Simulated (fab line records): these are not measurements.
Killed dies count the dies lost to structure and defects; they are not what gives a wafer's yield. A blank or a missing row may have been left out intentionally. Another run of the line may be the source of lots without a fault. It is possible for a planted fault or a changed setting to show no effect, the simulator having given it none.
Which tool did it? | flow gf180mcu | 11 lots, 33 wafers sampled, at 5 steps of a route of 602

WHAT EACH GAUGE READ, for each wafer
GF_MVPSD_TW_MEAS_11. Usual: MVPSD_TW typically reads 552, with standard deviation 3.2.
lot  | measured     | on            | MVPSD_TW    | flag
L101 | day 4 23:55  | film-metro-03 | 549 546 547 |
L103 | day 5 21:10  | film-metro-01 | 554 555 551 |
L105 | day 6 01:55  | film-metro-03 | 550 552 551 |
L107 | day 6 14:40  | film-metro-02 | 554 553 555 |
L108 | day 6 22:43  | film-metro-02 | 554 552 552 |
L112 | day 7 17:35  | film-metro-03 | 737 733 737 | OFF
L114 | day 8 11:45  | film-metro-02 | 741 737 738 | OFF
L115 | day 8 17:02  | film-metro-02 | 552 552 555 |
L117 | day 8 22:38  | film-metro-01 | 548 546 548 |
L121 | day 10 07:04 | film-metro-01 | 552 550 551 |
L122 | day 10 10:09 | film-metro-03 | 549 549 552 |

GF_VT_IMPLANT_RS_MEAS_49: a four-point-probe measurement. Usual: MVPSD_RS typically reads 1167.9 ohm/sq, with standard deviation 2.6.
lot  | measured     | on            | MVPSD_RS (ohm/sq)    | flag
L101 | day 7 10:43  | film-metro-02 | 1166.1 1164.4 1170.1 |
L103 | day 8 13:17  | film-metro-03 | 1163.7 1167.6 1164.7 |
L105 | day 8 18:07  | film-metro-02 | 1166.0 1167.3 1168.1 |
L107 | day 9 07:35  | film-metro-02 | 1168.4 1167.7 1166.6 |
L108 | day 9 16:33  | film-metro-01 | 1170.3 1175.6 1170.4 |
L112 | day 10 15:01 | film-metro-03 | 614.3 614.3 614.7    | OFF
L114 | day 11 10:28 | film-metro-02 | 614.5 613.9 613.0    | OFF
L115 | day 11 16:09 | film-metro-03 | 1168.4 1169.0 1166.5 |
L117 | day 11 23:28 | film-metro-01 | 1170.8 1164.9 1167.3 |
L121 | day 13 10:08 | film-metro-02 | 1168.7 1167.5 1168.5 |
L122 | day 13 15:52 | film-metro-02 | 1164.3 1169.1 1166.7 |

GF_SALICIDE_THK_MEAS_05: measures by xrf. Usual: SALICIDE_TIN_THK typically reads 19.62 nm, with standard deviation 0.25.
lot  | measured     | on            | SALICIDE_TIN_THK (nm) | flag
L101 | day 14 18:29 | film-metro-02 | 19.52 19.53 19.22     |
L103 | day 16 09:12 | film-metro-04 | 19.33 19.69 19.66     |
L105 | day 16 17:35 | film-metro-04 | 19.37 19.47 19.57     |
L107 | day 17 08:02 | film-metro-02 | 19.50 19.64 19.66     |
L108 | day 17 20:25 | film-metro-04 | 19.58 19.91 19.69     |
L112 | day 19 05:40 | film-metro-01 | 20.09 19.99 19.97     |
L114 | day 20 04:32 | film-metro-02 | 19.94 20.22 20.19     |
L115 | day 20 09:26 | film-metro-02 | 19.04 19.27 19.04     |
L117 | day 20 21:29 | film-metro-01 | 19.65 19.41 19.50     |
L121 | day 22 14:35 | film-metro-01 | 19.66 19.57 19.65     |
L122 | day 22 20:00 | film-metro-02 | 19.16 19.07 19.19     |

WHICH TOOL RAN EACH LOT (tool, then ch and the chambers of the sampled wafers, then the start)
lot  | GF_MVPSD_IMPLANT_09             | GF_VT_IMPLANT_STRIP_31
L101 | implanter-01 ch 0, day 4 23:43  | plasma-asher-02 ch 0,1, day 6 18:18
L103 | implanter-03 ch 0, day 5 20:54  | plasma-asher-03 ch 0,1, day 7 19:52
L105 | implanter-03 ch 0, day 6 01:40  | plasma-asher-03 ch 0,1, day 8 00:31
L107 | implanter-02 ch 0, day 6 14:25  | plasma-asher-03 ch 0,1, day 8 14:25
L108 | implanter-02 ch 0, day 6 22:30  | plasma-asher-02 ch 0,1, day 8 22:38
L112 | implanter-03 ch 0, day 7 17:20  | plasma-asher-01 ch 0,1, day 9 21:19
L114 | implanter-03 ch 0, day 8 11:30  | plasma-asher-02 ch 0,1, day 10 15:41
L115 | implanter-01 ch 0, day 8 16:47  | plasma-asher-01 ch 0,1, day 10 21:11
L117 | implanter-02 ch 0, day 8 22:23  | plasma-asher-01 ch 0,1, day 11 03:55
L121 | implanter-01 ch 0, day 10 06:51 | plasma-asher-01 ch 0,1, day 12 14:11
L122 | implanter-02 ch 0, day 10 09:54 | plasma-asher-02 ch 0,1, day 12 19:01
- GF_MVPSD_IMPLANT_09
- GF_VT_IMPLANT_STRIP_31: strips in O2/N2.

AS READ BY THE TOOLS THEMSELVES (means over the sampled wafers that have a number; for cases with no such wafer, the mark the record gives instead)
GF_MVPSD_IMPLANT_09. Usual: dose-ions-cm2 5e+12, standard deviation 5.5e+09; faraday-current-uA 28.2, standard deviation 0.59; tilt-deg 0.003 degrees, standard deviation 0.016.
lot  | tool         | dose-ions-cm2 | faraday-current-uA | tilt-deg (degrees) | flag
L101 | implanter-01 | 5e+12         | 27.9               | 0.011              |
L103 | implanter-03 | 5e+12         | 27.6               | 0.030              |
L105 | implanter-03 | 5e+12         | 28.4               | 0.005              |
L107 | implanter-02 | 5e+12         | 28.4               | -0.007             |
L108 | implanter-02 | 5e+12         | 28.5               | 0.008              |
L112 | implanter-03 | 5e+13         | 274.6              | 0.013              | OFF
L114 | implanter-03 | 5e+13         | 273.2              | 0.004              | OFF
L115 | implanter-01 | 5e+12         | 28.5               | -0.000             |
L117 | implanter-02 | 5e+12         | 28.0               | -0.017             |
L121 | implanter-01 | 5e+12         | 27.9               | 0.007              |
L122 | implanter-02 | 5e+12         | 28.3               | -0.007             |

GF_VT_IMPLANT_STRIP_31. Usual: drypump-motor-current-A 6.0 A, standard deviation 0.51; heater-power-w 337 W, standard deviation 33; oes-product-au 0.716 a.u., standard deviation 0.0045; platen-temp-c 249.99 C, standard deviation 0.18; strip-time-to-endpoint-s 12.62 s, standard deviation 0.036.
lot  | tool            | drypump-motor-current-A (A) | heater-power-w (W) | oes-product-au (a.u.) | platen-temp-c (C) | strip-time-to-endpoint-s (s) | flag
L101 | plasma-asher-02 | 6.2                         | 313                | 0.715                 | 250.01            | 12.64                        |
L103 | plasma-asher-03 | 6.5                         | 359                | 0.717                 | 249.86            | 12.65                        |
L105 | plasma-asher-03 | 6.5                         | 362                | 0.714                 | 249.96            | 12.58                        |
L107 | plasma-asher-03 | 6.5                         | 357                | 0.718                 | 250.10            | 12.65                        |
L108 | plasma-asher-02 | 6.2                         | 317                | 0.713                 | 250.17            | 12.58                        |
L112 | plasma-asher-01 | 5.9                         | 322                | 0.718                 | 249.99            | 12.60                        |
L114 | plasma-asher-02 | 6.2                         | 314                | 0.717                 | 249.95            | 12.62                        |
L115 | plasma-asher-01 | 5.9                         | 318                | 0.710                 | 249.87            | 12.61                        |
L117 | plasma-asher-01 | 5.9                         | 315                | 0.719                 | 250.02            | 12.59                        |
L121 | plasma-asher-01 | 5.7                         | 348                | 0.719                 | 249.97            | 12.58                        |
L122 | plasma-asher-02 | 6.2                         | 320                | 0.716                 | 249.98            | 12.58                        |

THE ANSWER, worked out from the rows above alone
Rule: a lot counts as off when the mean over its wafers that have a number is more than 3 standard deviations away from the usual mean. A lot without any number at a reading at which 4 lots or more have one is off too. Any other lot the step has rows for is counted as sound. The gauges are gone through in route order, then the tools' own readings, and for those a lot's mean is taken as printed above. The first step at which some lot is off is used, and at that step the reading that is off furthest; a lot without a number counts as furthest.
Off: L112, L114, at GF_MVPSD_TW_MEAS_11 (MVPSD_TW).
If a tool, at a process step before that reading, ran all the lots that are off and no sound lot after the first of them, it fits. The gauges at GF_MVPSD_TW_MEAS_11 aren't tried: what is off there is off at GF_MVPSD_IMPLANT_09 too, on other tools, and a gauge's error can't cause that. One candidate fits, namely implanter-03 at GF_MVPSD_IMPLANT_09. Its last sound lot is L105 (day 6 01:40), its first lot that is off L112 (day 7 17:20): a fault that began between those two fits.
The tool's own readings at GF_MVPSD_IMPLANT_09 bear it out: on the lots that are off they differ by more than 5 times the standard deviation of the sound lots' means. dose-ions-cm2 reads 5e+13 there against 5e+12 on the sound lots; faraday-current-uA reads 273.9 there against 28.2 on the sound lots.

WHAT THE SIMULATOR HAD PUT IN
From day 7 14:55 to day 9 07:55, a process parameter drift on implanter-03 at GF_MVPSD_IMPLANT_09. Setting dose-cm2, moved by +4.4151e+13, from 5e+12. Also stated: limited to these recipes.
Shown lots that were struck: L112, L114. Same finding as the rule above.
